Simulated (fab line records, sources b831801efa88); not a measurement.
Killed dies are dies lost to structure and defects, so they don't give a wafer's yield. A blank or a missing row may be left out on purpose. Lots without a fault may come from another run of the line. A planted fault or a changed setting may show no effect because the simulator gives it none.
Chamber matching | flow sky130 | SKY_FIELD_ISO_ETCH_17 on rie_si-02: 4 sister chambers
The step etches Si in HBr/Cl2/O2, target depth 342 nm, time 97.7 s. 14 wafers are shown with their chamber, then 7 later ones without.

WAFERS WITH THEIR CHAMBER
wafer  | chamber | drypump_motor_current_A (A) | oes_product_au (a.u.) | throttle_valve_pct (%)
L864.1 | 1       | 5.97                        | 1.017                 | 25.656
L864.3 | 3       | 5.93                        | 0.993                 | 25.656
L864.5 | 3       | 5.93                        | 1.000                 | 25.656
L866.2 | 1       | 5.96                        | 1.014                 | 25.630
L866.3 | 2       | 5.93                        | 0.999                 | 25.659
L866.4 | 0       | 6.05                        | 1.014                 | 25.648
L872.1 | 0       | 6.05                        | 1.002                 | 25.661
L872.2 | 3       | 5.98                        | 1.008                 | 25.651
L872.4 | 2       | 5.97                        | 1.015                 | 25.656
L876.4 | 3       | 5.93                        | 1.004                 | 25.660
L876.5 | 0       | 6.06                        | 1.011                 | 25.639
L876.6 | 1       | 5.98                        | 1.010                 | 25.657
L882.3 | 2       | 5.96                        | 0.999                 | 25.634
L882.5 | 1       | 5.99                        | 1.018                 | 25.628

SIGNATURES (means of the wafers above)
reading                 | chamber 0 | chamber 1 | chamber 2 | chamber 3 | scatter within a chamber
drypump_motor_current_A | 6.0533    | 5.9750    | 5.9533    | 5.9425    | 0.0182
oes_product_au          | 1.00900   | 1.01475   | 1.00433   | 1.00125   | 0.0064
throttle_valve_pct      | 25.64933  | 25.64275  | 25.64967  | 25.65575  | 0.0119
Rule: a wafer's distance from a chamber is the root of the sum, over the readings, of the square of ((its reading less the chamber's mean) divided by the reading's scatter). The wafer belongs to the nearest chamber; if the next one is less than 2 further off, it can't be placed. The scatter: the root of (the sum of the squares of (reading less its chamber's mean) over the shown wafers, divided by (wafers less chambers)).

WAFERS WITHOUT THEIR CHAMBER
wafer  | drypump_motor_current_A (A) | oes_product_au (a.u.) | throttle_valve_pct (%)
L882.6 | 5.93                        | 1.009                 | 25.660
L883.2 | 5.93                        | 1.002                 | 25.659
L883.3 | 5.92                        | 1.004                 | 25.641
L883.4 | 6.08                        | 1.011                 | 25.654
L885.2 | 6.00                        | 0.998                 | 25.656
L885.4 | 5.91                        | 0.996                 | 25.661
L885.6 | 6.06                        | 1.012                 | 25.660

WHICH CHAMBER EACH WENT THROUGH
wafer  | from the rows above               | in truth
L882.6 | can't be placed: 3 or 2 or 1      | 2
L883.2 | can't be placed: 3 or 2           | 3
L883.3 | can't be placed: 3 or 2 or 1      | 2
L883.4 | 0                                 | 0
L885.2 | can't be placed: 2 or 1 or 3 or 0 | 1
L885.4 | can't be placed: 3 or 2           | 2
L885.6 | 0                                 | 0
Placed correctly: 2 of 7. Can't be placed from these rows: 5 (the true chamber is among the candidates in 5). Placed wrongly: 0.
